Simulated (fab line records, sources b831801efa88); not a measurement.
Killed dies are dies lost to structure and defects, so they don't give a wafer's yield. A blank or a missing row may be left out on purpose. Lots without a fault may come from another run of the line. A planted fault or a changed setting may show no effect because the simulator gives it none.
Chamber matching | flow gf180mcu | GF_V5_CMP_04 on cmp-01: 4 sister chambers
The step polishes SiO2. 4 wafers are shown with their chamber, then 11 later ones without.

WAFERS WITH THEIR CHAMBER
wafer  | chamber | motor_current_A (A)
L084.6 | 2       | 12.3
L087.2 | 0       | 12.7
L087.6 | 3       | 10.3
L089.3 | 1       | 11.8

WAFERS WITHOUT THEIR CHAMBER
wafer  | motor_current_A (A)
L089.4 | 13.0
L089.6 | 12.8
L090.2 | 11.2
L090.3 | 10.8
L090.5 | 12.9
L092.1 | 12.9
L092.2 | 11.6
L092.6 | 11.1
L097.3 | 11.4
L097.4 | 13.3
L097.5 | 13.2

WHICH CHAMBER EACH WENT THROUGH
wafer  | from the rows above          | in truth
L089.4 | can't be placed: 0 or 2      | 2
L089.6 | can't be placed: 0 or 2      | 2
L090.2 | can't be placed: 1 or 3 or 2 | 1
L090.3 | can't be placed: 3 or 1      | 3
L090.5 | can't be placed: 0 or 2      | 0
L092.1 | can't be placed: 0 or 2      | 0
L092.2 | can't be placed: 1 or 2      | 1
L092.6 | can't be placed: 1 or 3 or 2 | 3
L097.3 | can't be placed: 1 or 2 or 3 | 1
L097.4 | can't be placed: 0 or 2      | 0
L097.5 | can't be placed: 0 or 2      | 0
Placed correctly: 0 of 11. Can't be placed from these rows: 11 (the true chamber is among the candidates in 11). Placed wrongly: 0.
How it was worked out, from the rows above alone: a wafer's distance from a chamber is the root of the sum, over the readings, of the square of ((its reading less the chamber's mean) divided by the reading's scatter). The wafer belongs to the nearest chamber; if the next one is less than 2 further off, it can't be placed. A chamber's mean is the mean of its shown wafers. The scatter: with one shown wafer a chamber, the root of the mean of the squares of how far each hidden wafer lies from its nearest shown one.
